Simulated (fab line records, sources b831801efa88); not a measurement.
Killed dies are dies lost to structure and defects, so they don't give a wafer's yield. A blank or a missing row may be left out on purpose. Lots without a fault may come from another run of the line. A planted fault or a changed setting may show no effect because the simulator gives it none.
fab line records | flow sky130
record lots=6 wafers=18 last_day=50
route steps=708 shown SONOS_ONO@176 GATE_OXIDE@187 POLY_GATE@204 PAD_OPEN@708
lots that met no fault: from a run of the same line without faults
start_h: hours from the record's first day to the start of the lot's first wafer shown | wait_h: hours since the lot's step before | " the same as in the row above | L1.1+2: a row that stands for several wafers | - no value, or no start given | * or withheld: withheld | < > ~ a bound
route shown NAME@n: a module of which the file shows steps, and the number in the route of the first | usual: mean/standard deviation of fault-free wafers | same: alike in all rows | chamber/n: place in a boat | sites: the reading at each site | _std_site: their standard deviation | _edge_site: outer sites' mean less inner sites' | radius_mm: how far each site lies from the wafer's centre | mask NAME#n: copy n | behind: the tool/chamber that last shaped the wafer | hold: why the lot was held/for how many hours/how that ended | device: the transistor (n, p or np) that didn't switch | end of line: the same wafers' tests at the end of the route | a step without rows: its recipe alone | killed: dies lost to structure and defects at the first sort, not the wafer's yield | map: a wafer's dies, x killed, . not, _ none there
set.NAME: the setting as run; set.NAME@STEP: as run at that earlier step | model.NAME: the simulator's own value behind a step, which no gauge read
lots at some steps of the route; a table a step, a row a wafer
services: from which hour (start_h, from the record's first day; less than 0 if before it) a tool's chamber was out of use, for how many hours, and why
## steps
# step SKY_SONOS_ONO_COAT_08
# recipe resist=NOVOLAK spin_rpm=3024 resist_thk_nm=1140
# step SKY_SONOS_ONO_SOFTBAKE_09
# recipe temp_c=90 time_s=60 resist=NOVOLAK
# step SKY_SONOS_ONO_EXPOSE_10
# recipe mask_id=ONOM target_cd_nm=410 na=0.6 source_shape=conventional sigma_outer=0.6 dose_mj=150
# step SKY_SONOS_ONO_PEB_11
# recipe temp_c=withheld time_s=* resist=NOVOLAK
# step SKY_SONOS_ONO_DEVELOP_12
# recipe develop_time_s=60 dev_temp_c=23
# step SKY_SONOS_ONO_CD_MEAS_13
# recipe target_cd_nm=410
# usual cd_nm=410.0/1.8
# columns lot.wafer tool chamber start_h wait_h cd_nm
L402.2 cd_sem-01 - 322.93 0.1 409.6
L402.4 " - " " 410.9
L402.6 " - " " 411.1
L403.1 cd_sem-02 - 332.91 0.1 409.1
L403.2 " - " " 410.5
L403.6 " - " " 408.7
L407.4 cd_sem-01 - 361.36 0.1 409.2
L407.5 " - " " 408.8
L407.6 " - " " 410.0
L408.1 cd_sem-02 - 371.10 0.1 408.8
L408.2 " - " " 408.1
L408.4 " - " " 410.3
L409.2 cd_sem-01 - 380.58 0.1 411.7
L409.4 " - " " 410.1
L409.6 " - " " 411.4
L418.1 cd_sem-02 - 460.40 0.1 410.8
L418.3 " - " " 410.9
L418.5 " - " " 410.2
# step SKY_SONOS_ONO_OVL_MEAS_14
# usual SONOS_ONO_OVL=-0.6/1.6
# columns lot.wafer tool chamber start_h wait_h SONOS_ONO_OVL[nm]
L402.2 overlay-02 - 323.04 0.1 -3.9
L402.4 " - " " -4.6
L402.6 " - " " -2.4
L403.1 overlay-01 - 333.03 0.1 -0.5
L403.2 " - " " -1.1
L403.6 " - " " -1.2
L407.4 overlay-01 - 361.44 0.1 -0.6
L407.5 " - " " -0.5
L407.6 " - " " 1.3
L408.1 overlay-02 - 371.22 0.1 -3.9
L408.2 " - " " -3.9
L408.4 " - " " -3.9
L409.2 overlay-01 - 380.69 0.1 -3.2
L409.4 " - " " -0.8
L409.6 " - " " -2.0
L418.1 overlay-02 - 460.52 0.1 -1.2
L418.3 " - " " 1.3
L418.5 " - " " -0.2
# step SKY_SONOS_ONO_ETCH_15
# recipe target_depth_nm=19.52 chemistry=CHF3/O2 source_w=600 bias_w=200 pressure_mtorr=40 chf3_flow_sccm=50 O2_flow_sccm=5 time_s=7.8
# usual bias_w=200.1/0.6 drypump_motor_current_A=5.8/0.41 oes_product_au=1.003/0.0092 throttle_valve_pct=8.825/0.0085
# columns lot.wafer tool chamber start_h wait_h bias_w drypump_motor_current_A oes_product_au rf_hours_counter_h throttle_valve_pct
L402.2 rie_diel-02 0 323.07 0.0 199.9 5.1 1.017 39 8.822
L402.4 " 3 " " 198.6 6.5 1.001 - 8.822
L402.6 " 0 " " 199.8 5.0 1.029 - 8.812
L403.1 rie_diel-02 3 333.07 0.0 200.3 6.4 1.008 14 8.833
L403.2 " 0 " " 200.0 5.1 1.021 39 8.828
L403.6 " 0 " " 200.3 5.1 1.013 - 8.821
L407.4 rie_diel-01 1 361.46 0.0 199.5 5.5 0.997 35 8.814
L407.5 " 1 " " 200.4 5.5 1.009 - 8.822
L407.6 " 2 " " 200.0 6.3 1.012 - 8.836
L408.1 rie_diel-01 2 371.26 0.0 200.2 6.3 1.003 88 8.830
L408.2 " 1 " " 200.0 5.5 1.013 35 8.820
L408.4 " 0 " " 200.9 5.7 1.013 74 8.819
L409.2 rie_diel-02 1 380.72 0.0 201.0 5.6 1.005 1 8.819
L409.4 " 2 " " 200.5 5.1 0.993 94 8.829
L409.6 " 3 " " 201.1 6.4 1.001 - 8.814
L418.1 rie_diel-04 1 460.56 0.0 200.5 6.2 0.996 94 8.824
L418.3 " 0 " " 198.6 5.7 0.987 2 8.820
L418.5 " 0 " " 199.3 5.7 0.980 - 8.820
# step SKY_SONOS_ONO_WET_ETCH_16
# recipe chemistry=dHF target_depth_nm=14 dry=n2_spin target=SiO2 dilution=100:1 temp_c=25 time_s=280
# step SKY_SONOS_ONO_STRIP_17
# recipe chemistry=O2/N2 power_w=1400 pressure_mtorr=1500 platen_temp_c=withheld o2_flow_sccm=3000 n2_flow_sccm=300 overash_fraction=0.5
# usual drypump_motor_current_A=5.6/0.45 oes_product_au=0.710/0.0039 strip_time_to_endpoint_s=14.03/0.04
# columns lot.wafer tool chamber start_h wait_h drypump_motor_current_A oes_product_au rf_hours_counter_h strip_time_to_endpoint_s
L402.2 plasma_asher-01 1 323.19 0.0 5.4 0.710 21 14.03
L402.4 " 1 " " 5.4 0.706 - 14.08
L402.6 " 0 " " 6.2 0.714 - 14.05
L403.1 plasma_asher-02 0 333.18 0.0 5.9 0.712 65 14.05
L403.2 " 1 " " 4.9 0.708 65 14.02
L403.6 " 0 " " 5.8 0.718 - 14.09
L407.4 plasma_asher-02 1 361.60 0.0 4.9 0.717 - 14.09
L407.5 " 1 " " 4.9 0.711 - 14.07
L407.6 " 0 " " 5.8 0.704 - 14.07
L408.1 plasma_asher-02 0 371.36 0.0 5.8 0.713 69 14.10
L408.2 " 1 " " 4.9 0.714 69 14.07
L408.4 " 1 " " 4.9 0.702 - 14.08
L409.2 plasma_asher-02 0 380.83 0.0 5.8 0.708 70 14.08
L409.4 " 0 " " 5.9 0.707 - 14.02
L409.6 " 1 " " 4.9 0.709 - 14.02
L418.1 plasma_asher-02 1 460.75 0.0 4.9 0.708 3 13.95
L418.3 " 1 " " 4.9 0.711 - 13.95
L418.5 " 1 " " 4.9 0.710 - 13.99
# step SKY_SONOS_ONO_WET_ETCH_18
# recipe chemistry=H3PO4 target_depth_nm=15 target=Si3N4 temp_c=160 time_s=172
# step SKY_GATE_OXIDE_CLEAN_00
# recipe chemistry=SC1/SC2 mix=1:4:20 temp_c=70 time_s=150 dry=n2_spin
# step SKY_GATE_OXIDE_OXIDATION_01
# recipe temp_c=900 ambient=O2 stabilise_s=600 purge_s=300 target_thk_a=102.68 ox_time_s=1473
# usual spike_tc_bottom_C=918/4.4 spike_tc_centre_C=900.2/1.4 spike_tc_lower_C=900.9/1 spike_tc_top_C=913.4/1.2 spike_tc_upper_C=901.0/1.1 zone_power_bottom_pct=26.9/1.8 zone_power_lower_pct=17.2/0.58
# same purge_s=300
# columns lot.wafer tool chamber start_h wait_h spike_tc_bottom_C spike_tc_centre_C spike_tc_lower_C spike_tc_top_C spike_tc_upper_C zone_power_bottom_pct zone_power_lower_pct model.SiO2_of_GATE_OXIDE_OXIDATION_01.thk_nm
L402.2 furnace-02 0 323.40 0.0 914 898.4 903.2 912.6 901.5 25.1 18.1 10.52
L402.4 " 0 " " 914 900.3 903.1 913.7 901.2 24.8 17.8 10.55
L402.6 " 0 " " 914 896.2 900.7 912.9 900.9 25.0 17.8 10.45
L403.1 furnace-01 0 334.03 0.6 920 900.7 901.6 915.6 901.7 28.5 16.5 10.69
L403.2 " 0 " " 921 900.7 900.2 913.7 901.8 28.3 16.6 10.49
L403.6 " 0 " " 922 901.5 900.2 915.5 902.7 28.1 16.8 10.6
L407.4 furnace-01 0 361.77 0.0 908 888.1 886.7 898.2 885.0 27.6 16.2 8.961
L407.5 " 0 " " 906 885.6 885.0 899.9 884.4 27.3 16.3 9.213
L407.6 " 0 " " 906 885.1 884.2 899.8 883.8 27.3 16.3 8.942
L408.1 furnace-02 0 371.57 0.0 913 899.2 903.1 913.3 899.4 24.9 18.1 10.32
L408.2 " 0 " " 913 899.0 900.9 913.1 900.9 24.8 18.0 10.43
L408.4 " 0 " " 914 898.6 902.7 912.9 899.9 25.0 17.5 10.41
L409.2 furnace-01 0 382.24 1.2 907 883.5 885.4 898.2 888.2 27.8 16.1 8.883
L409.4 " 0 " " 906 885.5 885.6 898.0 887.1 27.1 16.4 8.803
L409.6 " 0 " " 908 885.6 885.1 898.5 886.9 27.6 16.2 8.843
L418.1 furnace-01 0 460.96 0.0 920 901.8 901.2 915.3 903.8 27.9 17.0 10.49
L418.3 " 0 " " 922 900.9 900.1 914.2 902.3 28.6 17.0 10.65
L418.5 " 0 " " 921 901.1 900.5 911.4 901.3 28.8 16.8 10.47
# step SKY_GATE_OXIDE_THK_MEAS_02
# recipe reads=SiO2_of_GATE_OXIDE_OXIDATION_01
# usual GATE_OXIDE_OXIDATION_00_THK=10.39/0.24
# columns lot.wafer tool chamber start_h wait_h GATE_OXIDE_OXIDATION_00_THK[nm]
L402.2 film_metro-04 - 324.81 0.0 10.52
L402.4 " - " " 10.56
L402.6 " - " " 10.44
L403.1 film_metro-01 - 335.44 0.0 10.67
L403.2 " - " " 10.48
L403.6 " - " " 10.62
L407.4 film_metro-01 - 363.21 0.0 8.92
L407.5 " - " " 9.19
L407.6 " - " " 8.96
L408.1 film_metro-01 - 372.98 0.0 10.33
L408.2 " - " " 10.45
L408.4 " - " " 10.46
L409.2 film_metro-01 - 383.66 0.0 8.88
L409.4 " - " " 8.82
L409.6 " - " " 8.87
L418.1 film_metro-01 - 462.36 0.0 10.45
L418.3 " - " " 10.64
L418.5 " - " " 10.44
# step SKY_GATE_OXIDE_DEHYDRATE_03
# recipe temp_c=200 time_s=60
# step SKY_GATE_OXIDE_HMDS_04
# recipe prime_time_s=60 prime_temp_c=120
# step SKY_GATE_OXIDE_COAT_05
# recipe resist=NOVOLAK spin_rpm=3000 resist_thk_nm=1140
# step SKY_GATE_OXIDE_SOFTBAKE_06
# recipe temp_c=90 time_s=60 resist=NOVOLAK
# step SKY_GATE_OXIDE_EXPOSE_07
# recipe mask_id=LVOM na=0.6 source_shape=conventional sigma_outer=0.6 polarization=unpolarized target_cd_nm=600 dose_mj=170
# step SKY_GATE_OXIDE_PEB_08
# recipe temp_c=withheld time_s=* resist=NOVOLAK
# step SKY_GATE_OXIDE_DEVELOP_09
# recipe resist=NOVOLAK developer=TMAH develop_time_s=60 dev_temp_c=23
# step SKY_GATE_OXIDE_OVL_MEAS_10
# usual GATE_OXIDE_OVL=-1.0/1.3
# columns lot.wafer tool chamber start_h wait_h GATE_OXIDE_OVL[nm]
L402.2 overlay-01 - 352.77 0.1 -1.2
L402.4 " - " " -0.6
L402.6 " - " " -0.2
L403.1 overlay-01 - 362.91 0.1 -0.9
L403.2 " - " " -0.2
L403.6 " - " " -0.5
L407.4 overlay-01 - 391.98 0.1 0.6
L407.5 " - " " 0.9
L407.6 " - " " -0.6
L408.1 overlay-01 - 402.57 0.1 0.8
L408.2 " - " " 0.8
L408.4 " - " " 0.3
L409.2 overlay-01 - 412.97 0.1 -1.8
L409.4 " - " " -0.6
L409.6 " - " " -2.5
L418.1 overlay-01 - 493.01 0.1 -3.0
L418.3 " - " " -2.0
L418.5 " - " " -2.5
# step SKY_GATE_OXIDE_IMPLANT_11
# recipe species=B energy_kev=10 dose_cm2=2.6e+12 tilt_deg=withheld
# step SKY_GATE_OXIDE_WET_ETCH_12
# recipe chemistry=dHF target_depth_nm=16.8 dry=n2_spin target=SiO2 dilution=100:1 temp_c=25 time_s=336
# step SKY_GATE_OXIDE_STRIP_13
# recipe chemistry=O2/N2 power_w=1400 pressure_mtorr=1500 platen_temp_c=withheld o2_flow_sccm=3000 n2_flow_sccm=300 overash_fraction=0.5
# usual drypump_motor_current_A=5.7/0.4 oes_product_au=0.716/0.0044 strip_time_to_endpoint_s=14.18/0.043
# columns lot.wafer tool chamber start_h wait_h drypump_motor_current_A oes_product_au rf_hours_counter_h strip_time_to_endpoint_s
L402.2 plasma_asher-03 1 353.05 0.0 6.0 0.715 53 14.17
L402.4 " 0 " " 5.6 0.704 - 14.18
L402.6 " 1 " " 6.0 0.719 - 14.17
L403.1 plasma_asher-02 1 363.20 0.0 4.9 0.713 68 14.17
L403.2 " 0 " " 5.9 0.710 68 14.22
L403.6 " 0 " " 5.9 0.724 - 14.22
L407.4 plasma_asher-03 0 392.28 0.0 5.6 0.719 - 14.26
L407.5 " 1 " " 6.0 0.713 - 14.26
L407.6 " 0 " " 5.6 0.708 - 14.24
L408.1 plasma_asher-02 1 402.87 0.0 4.9 0.711 72 14.19
L408.2 " 0 " " 5.9 0.713 72 14.21
L408.4 " 0 " " 5.8 0.722 - 14.13
L409.2 plasma_asher-04 1 413.26 0.0 6.0 0.718 65 14.20
L409.4 " 0 " " 6.1 0.723 - 14.16
L409.6 " 1 " " 6.0 0.710 - 14.19
L418.1 plasma_asher-03 0 493.31 0.0 5.6 0.709 67 14.19
L418.3 " 0 " " 5.5 0.721 - 14.21
L418.5 " 1 " " 5.9 0.713 - 14.16
# step SKY_GATE_OXIDE_TW_MEAS_14
# usual GATE_OXIDE_TW=224.9/1.9
# columns lot.wafer tool chamber start_h wait_h GATE_OXIDE_TW
L402.2 film_metro-03 - 353.16 0.1 223.7
L402.4 " - " " 222.4
L402.6 " - " " 223.6
L403.1 film_metro-04 - 363.30 0.1 225.1
L403.2 " - " " 226.0
L403.6 " - " " 226.7
L407.4 film_metro-04 - 392.38 0.1 225.5
L407.5 " - " " 226.1
L407.6 " - " " 226.6
L408.1 film_metro-03 - 402.97 0.1 223.1
L408.2 " - " " 223.1
L408.4 " - " " 223.7
L409.2 film_metro-04 - 413.37 0.1 226.1
L409.4 " - " " 225.9
L409.6 " - " " 227.2
L418.1 film_metro-03 - 493.41 0.1 220.5
L418.3 " - " " 221.5
L418.5 " - " " 221.7
# step SKY_GATE_OXIDE_CLEAN_15
# recipe chemistry=SC1/SC2 mix=1:4:20 temp_c=70 time_s=150 dry=n2_spin
# step SKY_GATE_OXIDE_OXIDATION_16
# recipe temp_c=800 ambient=O2 idle_temp_c=700 ramp_up_c_per_min=10 ramp_down_c_per_min=3 stabilise_s=600 purge_s=300 target_thk_a=35.7 ox_time_s=1915
# usual ox_temp_c=800.0/0.37 spike_tc_bottom_C=817/4.3 spike_tc_centre_C=799.4/1.4 spike_tc_lower_C=801.0/1.1 spike_tc_top_C=815.1/1.1 spike_tc_upper_C=800.8/1 zone_power_bottom_pct=20.3/1.3 zone_power_lower_pct=13.7/0.46
# same purge_s=300
# columns lot.wafer tool chamber start_h wait_h ox_temp_c spike_tc_bottom_C spike_tc_centre_C spike_tc_lower_C spike_tc_top_C spike_tc_upper_C zone_power_bottom_pct zone_power_lower_pct model.SiO2_of_GATE_OXIDE_OXIDATION_01.thk_nm
L402.2 furnace-02 0 354.29 1.0 800.6 814 798.9 800.5 814.3 802.0 19.5 14.0 11.85
L402.4 " 0 " " 800.6 814 798.6 802.2 813.6 801.5 19.5 14.2 11.9
L402.6 " 0 " " 800.2 815 797.5 801.9 815.2 800.3 19.0 14.2 11.77
L403.1 furnace-01 0 364.35 0.9 800.2 823 799.9 799.7 816.6 799.2 22.0 12.9 12.08
L403.2 " 0 " " 800.0 823 802.7 800.6 816.5 799.5 22.1 13.1 11.89
L403.6 " 0 " " 800.0 823 801.8 801.1 815.1 798.9 22.2 13.1 11.95
L407.4 furnace-02 0 394.39 1.9 799.9 813 798.8 800.9 815.2 801.2 19.1 14.2 10.42
L407.5 " 0 " " 800.0 814 800.3 800.0 816.2 800.8 19.2 14.3 10.71
L407.6 " 0 " " 800.2 814 799.2 801.6 814.2 801.0 19.2 14.1 10.46
L408.1 furnace-02 0 404.51 1.4 800.1 815 799.9 801.0 814.0 801.0 19.4 14.1 11.72
L408.2 " 0 " " 800.0 816 798.3 801.1 814.8 800.3 19.5 13.7 11.83
L408.4 " 0 " " 799.5 814 798.5 800.2 815.1 802.1 19.4 14.0 11.8
L409.2 furnace-01 0 413.47 0.0 800.2 822 799.8 800.4 814.1 800.0 22.2 13.2 10.4
L409.4 " 0 " " 799.5 823 802.1 799.3 815.8 803.0 22.2 13.2 10.29
L409.6 " 0 " " 799.7 822 801.7 800.0 817.3 799.3 22.2 13.1 10.33
L418.1 furnace-02 0 493.58 0.0 800.0 812 797.6 801.7 814.9 799.6 19.2 14.3 11.82
L418.3 " 0 " " 799.7 813 798.4 800.3 815.5 801.6 19.7 14.0 11.94
L418.5 " 0 " " 800.2 813 799.5 801.2 816.1 799.2 19.2 13.9 11.74
# step SKY_POLY_GATE_CVD_00
# recipe material=poly-Si target_thk_nm=180 temp_c=620 time_s=720 pressure_mtorr=200
# step SKY_PAD_OPEN_PROBE_99
# usual killed_at_M0_to_M3=43/5.9 killed_at_M4_up=2.9/1.5 killed_at_contacts=24/5 killed_at_front_end=15/4.8 killed_at_other=0.2/0.5 killed_dies=86/9.3 killed_open=47/7.1 killed_short=38/6.3
# same gross_dies=492 killed_at_back_side=0
# columns lot.wafer tool chamber start_h wait_h killed_at_M0_to_M3 killed_at_M4_up killed_at_contacts killed_at_front_end killed_at_other killed_dies killed_open killed_short model.etest.nfet_16v.r_on_ohm_um model.etest.pfet_g5v0d10v5.r_on_ohm_um model.etest.tip_sonos.rs_ohm_sq model.etest.nfet_g5v0d10v5.r_on_ohm_um model.etest.nfet_g5v0d10v5.drive_ua_um model.etest.nfet_05v0_nvt.drive_ua_um model.etest.pfet_g5v0d10v5.drive_ua_um model.etest.nfet_16v.drive_ua_um
L402.2 prober-02 - 1112.75 0.1 37 7 18 34 1 97 48 49 1.425e+04 4644 2676 1859 605.6 576.8 348.5 219.2
L402.4 prober-02 - 1112.85 0.2 48 3 22 21 0 94 49 45 1.444e+04 4720 2730 1887 596.1 570.2 344.7 216.1
L402.6 prober-02 - 1112.95 0.2 47 2 23 22 1 95 65 30 1.433e+04 4649 2668 1882 612.7 572 346.5 220.5
L403.1 prober-01 - 1128.65 0.1 38 2 17 10 0 67 38 29 1.428e+04 4873 2815 1919 591.3 569.9 329.2 217.5
L403.2 prober-01 - 1128.70 0.1 42 1 20 12 0 75 47 28 1.414e+04 4860 2786 1915 604 572.4 331.5 220.9
L403.6 prober-01 - 1128.90 0.2 47 5 35 21 0 108 71 37 1.404e+04 4858 2789 1905 597.4 565 334.2 219
L407.4 prober-01 - 1141.79 0.2 46 4 24 13 1 88 50 38 1.326e+04 4478 2418 1770 680.7 643.2 374.4 249.3
L407.5 prober-01 - 1141.84 0.2 39 3 28 14 0 84 44 40 1.347e+04 4517 2495 1781 660.2 624.5 364.7 245.3
L407.6 prober-01 - 1141.89 0.2 40 0 21 25 0 86 50 36 1.341e+04 4490 2454 1785 669.9 635.8 369.7 248.4
L408.1 prober-02 - 1152.67 0.1 46 4 22 13 0 85 51 34 1.417e+04 4759 2678 1896 608 574.4 342.4 221.1
L408.2 prober-02 - 1152.72 0.1 42 3 13 19 0 77 42 35 1.424e+04 4848 2742 1906 605.5 573.5 338.4 220.2
L408.4 prober-02 - 1152.82 0.2 32 0 19 16 0 67 35 32 1.441e+04 4810 2748 1887 602.8 578 340.9 219.3
L409.2 prober-01 - 1154.54 0.1 55 4 28 19 0 106 65 41 1.326e+04 4499 2343 1758 683.7 643.6 372.6 251.4
L409.4 prober-01 - 1154.64 0.2 43 2 20 9 0 74 38 36 1.319e+04 4392 2347 1744 682.9 646.6 382.5 254.1
L409.6 prober-01 - 1154.74 0.2 45 3 22 11 0 81 43 38 1.325e+04 4422 2336 1751 681.7 647.1 377.5 253.3
L418.1 prober-01 - 1197.46 0.1 40 2 29 15 0 86 44 42 1.41e+04 4748 2682 1907 600.1 576.3 339.1 222.4
L418.3 prober-01 - 1197.56 0.2 45 4 28 14 0 91 51 40 1.398e+04 4713 2706 1884 601.6 572.7 341.6 220.4
L418.5 prober-01 - 1197.66 0.2 33 3 17 13 0 66 36 30 1.396e+04 4745 2668 1885 605.5 580.5 338.5 222.8
# killed by level:class
L402.2 VIA1:geometric_particle:open=12 FIELD_ISO:geometric_particle:short=9 POLY_GATE:geometric_particle:open=7 POLY_GATE:geometric_particle:short=7 VIA3:geometric_particle:open=7 FIELD_ISO:geometric_particle:open=5 METAL4:geometric_particle:short=5 LI_CONTACT:geometric_particle:open=5
L402.4 METAL2:geometric_particle:short=15 CONTACT:geometric_particle:short=8 VIA2:geometric_particle:open=8 FIELD_ISO:geometric_particle:open=7 CONTACT:geometric_particle:open=7 VIA3:geometric_particle:open=7 FIELD_ISO:geometric_particle:short=4 LI_CONTACT:geometric_particle:open=4
L402.6 VIA1:geometric_particle:open=14 CONTACT:geometric_particle:open=13 VIA3:geometric_particle:open=10 LI_CONTACT:geometric_particle:open=7 POLY_GATE:geometric_particle:open=6 POLY_GATE:geometric_particle:short=6 METAL1:geometric_particle:short=6 FIELD_ISO:geometric_particle:open=4
L403.1 VIA2:geometric_particle:open=9 LI_CONTACT:geometric_particle:open=8 METAL1:geometric_particle:short=7 VIA1:geometric_particle:open=7 POLY_GATE:geometric_particle:short=4 CONTACT:geometric_particle:open=4 CONTACT:geometric_particle:short=3 VIA1:geometric_particle:short=3
L403.2 VIA1:geometric_particle:open=10 CONTACT:geometric_particle:open=7 CONTACT:geometric_particle:short=6 METAL1:geometric_particle:open=6 FIELD_ISO:geometric_particle:open=5 LI_CONTACT:geometric_particle:open=5 VIA2:geometric_particle:open=5 METAL2:geometric_particle:short=4
L403.6 LI_CONTACT:geometric_particle:open=13 CONTACT:geometric_particle:open=13 VIA2:geometric_particle:open=10 VIA1:geometric_particle:open=9 FIELD_ISO:geometric_particle:open=7 VIA3:geometric_particle:open=7 FIELD_ISO:geometric_particle:short=6 CONTACT:geometric_particle:short=5
L407.4 VIA2:geometric_particle:open=10 VIA1:geometric_particle:open=7 CONTACT:geometric_particle:short=6 LI_CONTACT:geometric_particle:open=6 CONTACT:geometric_particle:open=6 METAL1:geometric_particle:short=6 POLY_GATE:geometric_particle:open=5 VIA1:geometric_particle:short=5
L407.5 CONTACT:geometric_particle:open=10 LI_CONTACT:geometric_particle:short=7 VIA2:geometric_particle:open=7 VIA3:geometric_particle:open=7 LI_CONTACT:geometric_particle:open=6 METAL1:geometric_particle:short=6 POLY_GATE:geometric_particle:short=4 VIA1:geometric_particle:short=4
L407.6 CONTACT:geometric_particle:open=12 VIA2:geometric_particle:open=8 POLY_GATE:geometric_particle:short=7 METAL1:geometric_particle:short=6 VIA1:geometric_particle:open=6 VIA3:geometric_particle:open=6 FIELD_ISO:geometric_particle:short=5 LI_CONTACT:geometric_particle:open=5
L408.1 CONTACT:geometric_particle:open=10 VIA3:geometric_particle:open=10 VIA1:geometric_particle:open=9 METAL1:geometric_particle:short=6 VIA2:geometric_particle:open=6 FIELD_ISO:geometric_particle:open=5 VIA3:geometric_particle:short=5 LI_CONTACT:geometric_particle:open=4
L408.2 VIA1:geometric_particle:open=13 VIA1:geometric_particle:short=8 VIA2:geometric_particle:open=7 POLY_GATE:geometric_particle:open=5 POLY_GATE:geometric_particle:short=4 CONTACT:geometric_particle:open=4 VIA3:geometric_particle:open=4 METAL2:geometric_particle:short=4
L408.4 VIA1:geometric_particle:open=6 CONTACT:geometric_particle:open=6 METAL3:geometric_particle:short=6 VIA3:geometric_particle:open=6 POLY_GATE:geometric_particle:short=4 LI_CONTACT:geometric_particle:open=4 CONTACT:geometric_particle:short=4 METAL2:geometric_particle:short=4
L409.2 VIA1:geometric_particle:open=17 CONTACT:geometric_particle:open=15 VIA3:geometric_particle:open=9 VIA2:geometric_particle:open=8 FIELD_ISO:geometric_particle:open=7 METAL1:geometric_particle:short=7 CONTACT:geometric_particle:short=6 LOCAL_INTERCONNECT:geometric_particle:short=5
L409.4 VIA1:geometric_particle:open=15 CONTACT:geometric_particle:short=8 VIA3:geometric_particle:open=6 POLY_GATE:geometric_particle:short=4 LI_CONTACT:geometric_particle:open=4 METAL1:geometric_particle:short=4 VIA1:geometric_particle:short=4 VIA2:geometric_particle:open=4
L409.6 VIA1:geometric_particle:open=18 LI_CONTACT:geometric_particle:open=6 CONTACT:geometric_particle:open=6 VIA1:geometric_particle:short=5 VIA3:geometric_particle:short=4 METAL1:geometric_particle:short=4 LI_CONTACT:geometric_particle:short=4 CONTACT:geometric_particle:short=4
L418.1 LI_CONTACT:geometric_particle:open=11 VIA3:geometric_particle:short=7 VIA2:geometric_particle:open=7 CONTACT:geometric_particle:open=5 LOCAL_INTERCONNECT:geometric_particle:short=5 METAL1:geometric_particle:short=5 VIA3:geometric_particle:open=5 VIA1:geometric_particle:open=4
L418.3 VIA1:geometric_particle:open=12 LI_CONTACT:geometric_particle:open=8 CONTACT:geometric_particle:short=8 VIA1:geometric_particle:short=7 VIA3:geometric_particle:open=7 VIA2:geometric_particle:open=6 CONTACT:geometric_particle:open=5 FIELD_ISO:geometric_particle:open=4
L418.5 VIA1:geometric_particle:open=7 CONTACT:geometric_particle:open=7 VIA3:geometric_particle:open=6 LI_CONTACT:geometric_particle:open=5 VIA3:geometric_particle:short=5 METAL1:geometric_particle:short=4 VIA1:geometric_particle:short=4 FIELD_ISO:geometric_particle:open=3
## services
# columns tool chamber start_h hours kind
rie_diel-02 0 304.98 6.8 repair
rie_diel-01 2 313.19 3.4 repair
rie_diel-01 2 320.82 3.3 repair
rie_diel-02 - 333.96 2.8 pm
rie_diel-04 - 334.11 1.2 repair
furnace-02 - 334.64 1.1 pm
rie_diel-04 0 349.19 6.7 repair
plasma_asher-03 - 353.31 1.8 repair
plasma_asher-03 - 357.79 8.6 repair
furnace-01 - 367.13 3.5 pm
plasma_asher-01 - 379.05 2.8 pm
furnace-01 - 389.10 1.5 repair
plasma_asher-04 - 398.06 14.6 pm
furnace-01 - 404.13 3.8 pm
rie_diel-01 - 410.68 0.2 repair
furnace-02 - 418.58 3.2 pm
rie_diel-04 1 420.02 2.8 repair
plasma_asher-02 - 421.25 9.0 pm
plasma_asher-02 0 421.25 9.0 vent_cycle
plasma_asher-02 1 421.25 9.0 vent_cycle
furnace-02 - 421.76 3.4 pm
plasma_asher-04 - 443.68 1.4 repair
furnace-01 - 454.05 3.4 pm
plasma_asher-04 - 482.46 13.5 repair
## key
first_sign step=SKY_GATE_OXIDE_OXIDATION_01 reading=spike_tc_lower_C direction=down sigmas=15 usual=900.9 struck=885.3
effect step=SKY_GATE_OXIDE_OXIDATION_01 reading=spike_tc_upper_C direction=down sigmas=14 usual=901.0 struck=885.9
effect step=SKY_GATE_OXIDE_THK_MEAS_02 reading=GATE_OXIDE_OXIDATION_00_THK direction=down sigmas=6 usual=10.39 struck=8.94
model_effect step=SKY_GATE_OXIDE_OXIDATION_01 value=SiO2_of_GATE_OXIDE_OXIDATION_01.thk_nm without=10.55 struck=8.941
model_effect step=SKY_GATE_OXIDE_OXIDATION_16 value=SiO2_of_GATE_OXIDE_OXIDATION_01.thk_nm without=11.92 struck=10.43
model_effect step=SKY_PAD_OPEN_PROBE_99 value=etest.nfet_16v.r_on_ohm_um without=1.417e+04 struck=1.331e+04
met_at SKY_GATE_OXIDE_OXIDATION_01
struck_wafers L407.4,L407.5,L407.6,L409.2,L409.4,L409.6
tester_left_out L407,L409
onset_between 334.03 361.77
fault kind=process_parameter_drift tool=furnace-01 chamber=- onset_h=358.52 steps=SKY_GATE_OXIDE_OXIDATION_01 channel=temp_c offset=* shape=step end_h=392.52 acts_in=* stated=*
# tester_left_out: of these lots the tester's yield and bins aren't shown, on N5 and GAA mostly nor the transistor test; their killed dies are dies lost to structure and defects alone, not to doping, threshold or leakage, so they don't give the yield
